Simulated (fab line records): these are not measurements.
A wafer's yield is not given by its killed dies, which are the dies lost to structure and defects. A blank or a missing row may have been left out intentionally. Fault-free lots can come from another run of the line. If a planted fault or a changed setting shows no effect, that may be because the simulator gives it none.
Problem report in the 8D (eight disciplines) form, filled by code | flow gf180mcu | the parts of the form that need people (team, actions taken, sign-off) are left out

== 1. THE PROBLEM ==
Mean of cathodeDcPowerW at GF_M2_SPUTTER_01: 7006.6 W over 2 wafers from 1 lot, against 6499.9 W (standard deviation 1.2) on wafers with no fault. So: +99 or more standard deviations from the usual mean.
The step: material TiN, target thk 30 nm, time 25 s.
Earliest sighting: wafer L920.4 on pvdSputter-02 at day 21 22:26. The record holds 15 wafers of 5 lots with a number at this step. By rule, "out" or "out of limits" means more than 4 standard deviations away from the usual mean. The rest of the wafers with a number are treated as sound.

== 2. WHAT IT IS, WHAT IT ISN'T ==
question                    | is                | is not
which readings at this step | cathodeDcPowerW   | throttleValvePct
which lots                  | L920              | L912, L927, L931, L932
which wafers of those lots  | L920.4, L920.5    | L920.6
read on which tools         | pvdSputter-02     | pvdSputter-01, pvdSputter-03
when                        | from day 21 22:26 | up to then (4 sound wafers); but 9 sound wafers of L927, L931, L932 came after

== 3. WHAT RULES OUT EACH SUSPECT ==
Counting: if a tool at a process step up to the reading ran every lot that is out, it stays a suspect. Sound lots after the first of them don't rule it out here, since some wafers of a struck lot are sound.
- rieDiel-04 at GF_V1_ETCH_16 (etches BARC in N2/H2): kept. It ran the lot that is out, L920 (day 21 20:58).
- cvdW-02 at GF_V1_CVD_23 (deposits W, target thk 350 nm, time 105.05 s): kept. L920, the lot that is out, went through it at day 21 21:47; up to then, the latest sound lot through it was L912 at day 19 05:40.
- cmp-01 at GF_V1_CMP_26 (polishes, stops on SiO2, t overpolish 15 s, target thk 0 nm): kept. L920, the lot that is out, went through it at day 21 22:11; up to then, the latest sound lot through it was L912 at day 19 05:57.
- pvdSputter-02 at GF_M2_SPUTTER_00 (material Ti, target thk 37.5 nm, time 150 s): kept. It ran the lot that is out, L920 (day 21 22:20).
- pvdSputter-02 at GF_M2_SPUTTER_01 (material TiN, target thk 30 nm, time 25 s): kept. It ran the lot that is out, L920 (day 21 22:26). Out on those wafers are its own readings of cathodeDcPowerW.
- Within rieDiel-04 at GF_V1_ETCH_16, the wafers that are out were processed in chamber 2 and their sound lot-mates in chamber 1.
- Within cmp-01 at GF_V1_CMP_26: the wafers that are out ran in chambers 1, 2; their sound lot-mates ran in chamber 3.
Left after counting: rieDiel-04 at GF_V1_ETCH_16, cvdW-02 at GF_V1_CVD_23, cmp-01 at GF_V1_CMP_26, pvdSputter-02 at GF_M2_SPUTTER_00, pvdSputter-02 at GF_M2_SPUTTER_01.

== 4. THE CAUSE (what the simulator had put in) ==
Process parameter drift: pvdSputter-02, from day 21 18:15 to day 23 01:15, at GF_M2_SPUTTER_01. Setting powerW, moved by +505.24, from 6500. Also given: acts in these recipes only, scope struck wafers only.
Counting left 5 suspects, and this tool is among them.

== 5. THE CHAIN OF EFFECTS, in route order ==
One row per reading whose mean, taken over the struck wafers that have a number, lies over 3 standard deviations from the usual. Only readings for which the record gives a usual standard deviation are gone through. hours: the time from each lot's start at the first step in this table that gives one to its start at this step, as a median over the lots. sigmas: the change in usual standard deviations.
hours | step             | reading         | usual    | on struck wafers | change | sigmas
0     | GF_M2_SPUTTER_01 | cathodeDcPowerW | 6499.9 W | 7006.6           | +506.7 | +99 or more
The process steps in it:
- GF_M2_SPUTTER_01: material TiN, target thk 30 nm, time 25 s.

== 6. HOW IT WOULD HAVE BEEN CAUGHT EARLIER ==
4 hours passed between the start of the fault at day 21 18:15 and the first reading out of limits in this record, taken at day 21 22:26.
